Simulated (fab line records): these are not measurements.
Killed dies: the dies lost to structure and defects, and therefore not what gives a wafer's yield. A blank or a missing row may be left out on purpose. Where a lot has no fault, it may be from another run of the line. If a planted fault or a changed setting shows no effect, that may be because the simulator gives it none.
fab line records	flow sfq-line	part 2 of 2: steps 28 to 38 of 38
[record] lots = 5	wafers = 15	last-day = 77
route steps=325 shown I6@270 M7@281 I7@296
lots that met no fault: from a run of the same line without faults
start-h: start of the lot's first displayed wafer, in hours after the record's first day	wait-h: how many hours have passed since the lot's step before this one	" unchanged from the row above	L1.1+2: a single row standing in for several wafers	- no value, or no start was given	* or withheld: withheld	< > ~ a bound
route shown NAME@n: names a module that has steps shown in the file, with the first one's number in the route	usual: mean/standard deviation of fault-free wafers	same: alike in all rows	chamber/n: place in a boat	sites: readings site by site	_std_site: standard deviation across them	_edge_site: outer sites' mean less inner sites'	radius-mm: for every site, how far away it sits from the centre of the wafer	mask NAME#n: copy n	behind: the last tool/chamber to shape the wafer	hold: what put the lot on hold/how long, in hours/how the hold closed	device: the n, p or np transistor that did not switch	end of line: the route-end tests of the same wafers	step lacking rows: just its recipe	killed: dies that structure and defects cost at the first sort, which is not the same as the wafer's yield	map: per-die view of a wafer (x killed, . not killed, _ where there is no die)
set.NAME: the setting the step ran with; set.NAME@STEP: the setting that earlier step ran with	model.NAME: the simulator's own value behind a step, which no gauge read
lots at some steps of the route; a table a step, a row a wafer
services: the hour from which a tool's chamber was out of use, counted from the record's first day as start-h (under 0 if before that day), plus the number of hours and why
[[steps]]
[step SFQ_I7_BOW_MEAS_946]
[recipe] mode = bow
[usual] I7_BOW = 9/12
lot.wafer	tool	chamber	start-h	wait-h	I7_BOW[um]
L076.1	film-metro-03	-	1523.60	1.5	6
L076.4	"	-	"	"	12
L076.5	"	-	"	"	8
L078.1	film-metro-02	-	1538.60	2.0	8
L078.2	"	-	"	"	8
L078.4	"	-	"	"	6
L080.2	film-metro-03	-	1552.02	2.0	29
L080.3	"	-	"	"	21
L080.6	"	-	"	"	21
L089.1	film-metro-03	-	1687.86	2.0	25
L089.2	"	-	"	"	20
L089.5	"	-	"	"	15
L093.1	film-metro-01	-	1695.68	2.5	2
L093.3	"	-	"	"	0
L093.5	"	-	"	"	-1
[step SFQ_TRILAYER_I7_METRO_MEASURE_185]
[usual] thk-nm = 199.8/1.2
lot.wafer	tool	chamber	start-h	wait-h	thk-nm
L076.1	film-metro-03	-	1523.72	0.1	201.2
L076.4	"	-	"	"	197.7
L076.5	"	-	"	"	199.3
L078.1	film-metro-02	-	1538.72	0.1	199.8
L078.2	"	-	"	"	200.1
L078.4	"	-	"	"	200.9
L080.2	film-metro-03	-	1552.32	0.3	200.6
L080.3	"	-	"	"	198.3
L080.6	"	-	"	"	200.3
L089.1	film-metro-03	-	1687.98	0.1	201.0
L089.2	"	-	"	"	199.9
L089.5	"	-	"	"	200.2
L093.1	film-metro-01	-	1695.80	0.1	199.6
L093.3	"	-	"	"	199.4
L093.5	"	-	"	"	198.3
[step SFQ_TRILAYER_I7_VIA_LITHO_COAT_192]
[recipe] resist = BARC	spin-rpm = 3000	resist-thk-nm = 62
[usual] dispense-pressure-kPa = 54.2/1.9
lot.wafer	tool	chamber	start-h	wait-h	dispense-pressure-kPa
L076.1	litho-track-01	0	1524.92	1.0	51.3
L076.4	"	0	"	"	51.3
L076.5	"	0	"	"	51.3
L078.1	litho-track-03	0	1539.92	1.0	56.2
L078.2	"	0	"	"	56.2
L078.4	"	0	"	"	56.2
L080.2	litho-track-01	0	1553.37	0.8	51.3
L080.3	"	0	"	"	51.3
L080.6	"	0	"	"	51.4
L089.1	litho-track-03	0	1689.18	1.0	56.2
L089.2	"	0	"	"	56.2
L089.5	"	0	"	"	56.2
L093.1	litho-track-04	0	1697.00	1.0	54.1
L093.3	"	0	"	"	54.1
L093.5	"	0	"	"	54.1
[step SFQ_TRILAYER_I7_VIA_LITHO_COAT_187]
[recipe] resist = KrF	spin-rpm = 3000	resist-thk-nm = 650
[usual] dispense-pressure-kPa = 54.2/1.9
lot.wafer	tool	chamber	start-h	wait-h	dispense-pressure-kPa
L076.1	litho-track-01	0	1525.22	0.2	51.4
L076.4	"	0	"	"	51.3
L076.5	"	0	"	"	51.3
L078.1	litho-track-03	0	1540.22	0.2	56.2
L078.2	"	0	"	"	56.2
L078.4	"	0	"	"	56.2
L080.2	litho-track-01	0	1553.67	0.2	51.3
L080.3	"	0	"	"	51.3
L080.6	"	0	"	"	51.3
L089.1	litho-track-03	0	1689.48	0.2	56.2
L089.2	"	0	"	"	56.2
L089.5	"	0	"	"	56.2
L093.1	litho-track-04	0	1697.30	0.2	54.1
L093.3	"	0	"	"	54.1
L093.5	"	0	"	"	54.1
[step SFQ_TRILAYER_I7_VIA_LITHO_SOFTBAKE_191]
[recipe] temp-c = withheld	time-s = withheld	resist = KrF
lot.wafer	tool	chamber	start-h	wait-h
L076.1+4+5	litho-track-01	0	1525.52	0.2
L078.1+2+4	litho-track-03	0	1540.52	0.2
L080.2+3+6	litho-track-01	0	1553.94	0.2
L089.1+2+5	litho-track-03	0	1689.78	0.2
L093.1+3+5	litho-track-04	0	1697.60	0.2
[step SFQ_TRILAYER_I7_VIA_LITHO_EXPOSE_188]
[recipe] mask-id = I7	na = 0.6	source-shape = conventional	sigma-outer = 0.65	target-cd-nm = 1000	dose-mj = 21.3
lot.wafer	tool	chamber	start-h	wait-h	mask
L076.1+4+5	krf-scanner-02	0	1616.91	-	I7#0
L078.1+2+4	krf-scanner-01	0	1631.13	-	I7#0
L080.2+3+6	krf-scanner-01	0	1649.33	-	I7#0
L089.1+2+5	krf-scanner-01	0	1770.86	-	I7#0
L093.1+3+5	krf-scanner-02	0	1781.83	-	I7#0
[step SFQ_TRILAYER_I7_VIA_LITHO_PEB_190]
[recipe] peb-temp-c = 115	peb-time-s = 60	resist = KrF
[usual] heater-power-total-W = 79.16/0.065
lot.wafer	tool	chamber	start-h	wait-h	heater-power-total-W
L076.1	litho-track-04	0	1618.11	1.0	79.14
L076.4	"	0	"	"	79.16
L076.5	"	0	"	"	79.06
L078.1	litho-track-03	0	1632.33	1.0	79.15
L078.2	"	0	"	"	79.17
L078.4	"	0	"	"	79.25
L080.2	litho-track-04	0	1650.35	0.8	79.16
L080.3	"	0	"	"	79.18
L080.6	"	0	"	"	79.10
L089.1	litho-track-01	0	1772.06	1.0	79.23
L089.2	"	0	"	"	79.15
L089.5	"	0	"	"	79.21
L093.1	litho-track-04	0	1783.03	1.0	79.30
L093.3	"	0	"	"	79.20
L093.5	"	0	"	"	79.21
[step SFQ_TRILAYER_I7_VIA_LITHO_DEVELOP_189]
[recipe] time-s = 60	resist = KrF
lot.wafer	tool	chamber	start-h	wait-h
L076.1+4+5	litho-track-04	0	1618.26	0.1
L078.1+2+4	litho-track-03	0	1632.48	0.1
L080.2+3+6	litho-track-04	0	1650.50	0.1
L089.1+2+5	litho-track-01	0	1772.21	0.1
L093.1+3+5	litho-track-04	0	1783.18	0.1
[step SFQ_I7_OVL_MEAS_947]
[usual] I7_OVL = 3/6.8
lot.wafer	tool	chamber	start-h	wait-h	I7_OVL[nm]
L076.1	overlay-01	-	1618.41	0.1	10
L076.4	"	-	"	"	4
L076.5	"	-	"	"	14
L078.1	overlay-01	-	1632.63	0.1	9
L078.2	"	-	"	"	10
L078.4	"	-	"	"	6
L080.2	overlay-02	-	1650.63	0.1	0
L080.3	"	-	"	"	6
L080.6	"	-	"	"	1
L089.1	overlay-02	-	1772.36	0.1	-1
L089.2	"	-	"	"	20
L089.5	"	-	"	"	-1
L093.1	overlay-01	-	1783.33	0.1	0
L093.3	"	-	"	"	3
L093.5	"	-	"	"	2
[step SFQ_TRILAYER_I7_VIA_BARC_OPEN_VIA_ETCH_260]
[recipe] mask-material = PR	chemistry = O2	target-depth-nm = 125	target = BARC	source-w = 500	bias-w = 80	pressure-mtorr = 30	time-s = 41.7
[usual] drypump-motor-current-A = 5.9/0.56	oes-product-au = 0.685/0.0045
lot.wafer	tool	chamber	start-h	wait-h	drypump-motor-current-A	oes-product-au	rf-hours-counter-h
L076.1	rie-diel-03	3	1618.44	0.0	4.9	0.686	21
L076.4	"	2	"	"	6.3	0.685	23
L076.5	"	1	"	"	6.3	0.689	-
L078.1	rie-diel-03	3	1632.66	0.0	4.9	0.686	21
L078.2	"	1	"	"	6.3	0.678	15
L078.4	"	0	"	"	6.3	0.683	5
L080.2	rie-diel-04	1	1650.66	0.0	5.7	0.684	24
L080.3	"	2	"	"	6.7	0.685	12
L080.6	"	3	"	"	5.7	0.679	-
L089.1	rie-diel-04	0	1772.40	0.0	6.2	0.681	8
L089.2	"	2	"	"	6.6	0.687	14
L089.5	"	1	"	"	5.7	0.677	-
L093.1	rie-diel-04	3	1783.36	0.0	5.7	0.683	3
L093.3	"	1	"	"	5.7	0.688	25
L093.5	"	3	"	"	5.7	0.688	-
[step SFQ_TRILAYER_I7_VIA_ETCH_VIA_ETCH_190]
[recipe] target = SiO2	stop-on = Nb	mask-material = PR	taper-deg = 20	chemistry = CHF3	target-depth-nm = 260	source-w = 500	bias-w = 80	pressure-mtorr = 30	time-s = withheld
[usual] drypump-motor-current-A = 5.9/0.56	oes-product-au = 0.854/0.0058
lot.wafer	tool	chamber	start-h	wait-h	drypump-motor-current-A	oes-product-au
L076.1	rie-diel-03	3	1618.48	0.0	4.9	0.852
L076.4	"	2	"	"	6.3	0.843
L076.5	"	1	"	"	6.4	0.846
L078.1	rie-diel-03	3	1632.70	0.0	4.9	0.849
L078.2	"	1	"	"	6.4	0.862
L078.4	"	0	"	"	6.2	0.856
L080.2	rie-diel-04	1	1650.70	0.0	5.7	0.850
L080.3	"	2	"	"	6.7	0.854
L080.6	"	3	"	"	5.7	0.857
L089.1	rie-diel-04	0	1772.44	0.0	6.2	0.853
L089.2	"	2	"	"	6.7	0.858
L089.5	"	1	"	"	5.7	0.854
L093.1	rie-diel-04	3	1783.40	0.0	5.7	0.851
L093.3	"	1	"	"	5.7	0.859
L093.5	"	3	"	"	5.7	0.850
[[services]]
tool	chamber	start-h	hours	kind
krf-scanner-02	-	1385.12	1.3	pm
rie-diel-04	1	1386.20	6.6	repair
krf-scanner-02	-	1390.02	0.8	pm
krf-scanner-01	-	1395.87	1.0	pm
rie-diel-04	3	1402.40	4.9	repair
krf-scanner-02	-	1427.97	3.6	pm
krf-scanner-01	-	1435.95	0.2	repair
rie-diel-04	-	1486.62	0.6	repair
krf-scanner-02	-	1514.36	4.4	pm
krf-scanner-02	-	1522.34	1.0	pm
krf-scanner-01	-	1545.22	1.3	pm
rie-diel-04	-	1555.88	0.6	repair
krf-scanner-02	-	1559.34	0.8	pm
krf-scanner-02	-	1560.51	1.3	pm
rie-metal-04	1	1571.61	17.6	repair
krf-scanner-02	-	1592.07	0.8	pm
krf-scanner-02	-	1619.00	0.8	repair
krf-scanner-02	-	1691.29	1.0	pm
rie-diel-04	-	1719.93	0.4	repair
krf-scanner-02	-	1727.54	0.8	pm
rie-diel-04	-	1728.55	1.1	repair
krf-scanner-02	-	1737.39	1.3	pm
rie-diel-04	-	1748.88	0.4	repair
rie-diel-04	1	1752.27	9.2	repair
